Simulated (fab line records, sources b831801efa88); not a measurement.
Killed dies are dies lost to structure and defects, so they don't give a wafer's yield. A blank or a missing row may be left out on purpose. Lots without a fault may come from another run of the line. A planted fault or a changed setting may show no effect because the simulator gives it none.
Problem report in the 8D (eight disciplines) form, filled by code | flow sfq_line | the parts of the form that need people (team, actions taken, sign-off) are left out

1. THE PROBLEM
chamber_pressure_mTorr at SFQ_TRILAYER_I3_VIA_BARC_OPEN_VIA_ETCH_121 reads a mean of 35.999 mTorr on 3 wafers of 2 lots; wafers without a fault read 30.000 mTorr with a standard deviation of 0.029. That is +99 or more standard deviations from the usual mean.
The step: etches BARC in O2, target depth 125 nm, time 41.7 s.
First seen on wafer L850.2, day 48 15:34, on rie_diel-04. The record holds 42 wafers of 14 lots with a number at this step. Rule for "out", or "out of limits": more than 4 standard deviations from the usual mean. The other wafers with a number count as sound.

2. WHAT IT IS AND WHAT IT IS NOT
question                    | is                     | is not
which readings at this step | chamber_pressure_mTorr | drypump_motor_current_A, oes_product_au
which lots                  | L850, L851             | L835, L836, L838, L839, L840, L844, L848, L853, L854, L855, L856, L858
which wafers of those lots  | L850.2, L851.1, L851.6 | L850.4, L850.5, L851.2
read on which tools         | rie_diel-04            | rie_diel-01, rie_diel-03
when                        | from day 48 15:34      | up to then (23 sound wafers); but 16 sound wafers of L851, L853, L854, L855, L856, L858 came after

3. SUSPECTS, AND WHAT RULES EACH OUT
Counting: a tool at a process step up to the reading stays a suspect if it ran every lot that is out. Sound lots after the first of them don't rule it out here, since some wafers of a struck lot are sound.
- rie_diel-04 at SFQ_TRILAYER_I3_VIA_BARC_OPEN_VIA_ETCH_121 (etches BARC in O2, target depth 125 nm, time 41.7 s): kept. It ran every lot that is out, first L850 (day 48 15:34); its last sound lot up to then is L848 (day 47 17:50). Its own readings are out on those wafers: chamber_pressure_mTorr.
- Within rie_diel-04 at SFQ_TRILAYER_I3_VIA_BARC_OPEN_VIA_ETCH_121: the wafers that are out ran in chamber 3; their sound lot-mates ran in chambers 1, 2.
Left after counting: rie_diel-04 at SFQ_TRILAYER_I3_VIA_BARC_OPEN_VIA_ETCH_121.

4. THE CAUSE (what the simulator had put in)
Process parameter drift: rie_diel-04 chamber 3, from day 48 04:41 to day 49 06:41, at SFQ_TRILAYER_I3_VIA_BARC_OPEN_VIA_ETCH_121. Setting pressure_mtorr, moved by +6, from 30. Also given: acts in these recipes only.
Counting left only this tool.

5. THE CHAIN OF EFFECTS, in route order
Each row: a reading whose mean over the struck wafers that have a number lies more than 3 standard deviations from the usual. Only readings for which the record gives a usual standard deviation are gone through. hours: the time from each lot's start at the first step in this table that gives one to its start at this step, as a median over the lots. sigmas: the change in usual standard deviations.
hours | step                                       | reading                | usual        | on struck wafers | change | sigmas
0     | SFQ_TRILAYER_I3_VIA_BARC_OPEN_VIA_ETCH_121 | chamber_pressure_mTorr | 30.000 mTorr | 35.999           | +5.999 | +99 or more
The process steps in it:
- SFQ_TRILAYER_I3_VIA_BARC_OPEN_VIA_ETCH_121: etches BARC in O2, target depth 125 nm, time 41.7 s.

6. WHAT WOULD HAVE CAUGHT IT SOONER
In this record the first reading out of limits was taken at day 48 15:34, 11 hours after the fault began at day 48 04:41.
